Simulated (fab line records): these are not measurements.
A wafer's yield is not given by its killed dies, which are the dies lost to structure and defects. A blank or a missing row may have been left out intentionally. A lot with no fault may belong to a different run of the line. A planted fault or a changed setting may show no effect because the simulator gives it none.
The same fault as seen by 2 desks || flow sky130 || only its own numbers are on each desk; what lay behind them is given at the end

THE METROLOGY DESK
What the gauges read for every lot (on any tool): the sampled wafers with a number, averaged. If a lot's mean is further than 4 standard deviations from the usual mean, the lot is out of limits and carries the mark OUT (the distance appears in the brackets).
Columns: A = cd-nm at SKY_VIA2_CD_MEAS_12, usual 200.1 nm
{"lot": "L137", "first seen here": "day 37 11:05", "A": 200.1}
{"lot": "L138", "first seen here": "day 37 11:48", "A": 200.2}
{"lot": "L140", "first seen here": "day 38 09:28", "A": 201.9}
{"lot": "L143", "first seen here": "day 39 16:31", "A": 201.4}
{"lot": "L145", "first seen here": "day 39 22:34", "A": 199.4}
{"lot": "L154", "first seen here": "day 41 20:41", "A": 198.8}
{"lot": "L155", "first seen here": "day 41 22:13", "A": 199.1}
{"lot": "L156", "first seen here": "day 41 23:57", "A": 200.9}
{"lot": "L159", "first seen here": "day 42 22:24", "A": 200.6}
{"lot": "L160", "first seen here": "day 43 02:03", "A": 199.1}
This desk found nothing out of limits on any of the 10 lots.

FOR THE TOOL OWNER'S DESK: cmp-01
The tool's own readings at SKY_VIA2_CMP_02 (polishes SiO2): means of the sampled wafers that have a number, for each lot that ran on this tool. If a lot's mean is further than 4 standard deviations from the usual mean, the lot is out of limits and carries the mark OUT (the distance appears in the brackets).
Columns: A = motor-current-A at SKY_VIA2_CMP_02, usual 11.5 A
{"lot": "L138", "first seen here": "day 36 09:13", "A": 10.2}
{"lot": "L140", "first seen here": "day 37 07:24", "A": 10.3}
{"lot": "L143", "first seen here": "day 38 15:14", "A": 11.6}
{"lot": "L145", "first seen here": "day 38 22:13", "A": 10.9}
This desk found nothing out of limits on any of the 4 lots.

PUT TOGETHER
From the metrology desk's view, nothing was out of limits.
Nothing out of limits was seen by the tool owner's desk.

WHAT THE SIMULATOR HAD PUT IN
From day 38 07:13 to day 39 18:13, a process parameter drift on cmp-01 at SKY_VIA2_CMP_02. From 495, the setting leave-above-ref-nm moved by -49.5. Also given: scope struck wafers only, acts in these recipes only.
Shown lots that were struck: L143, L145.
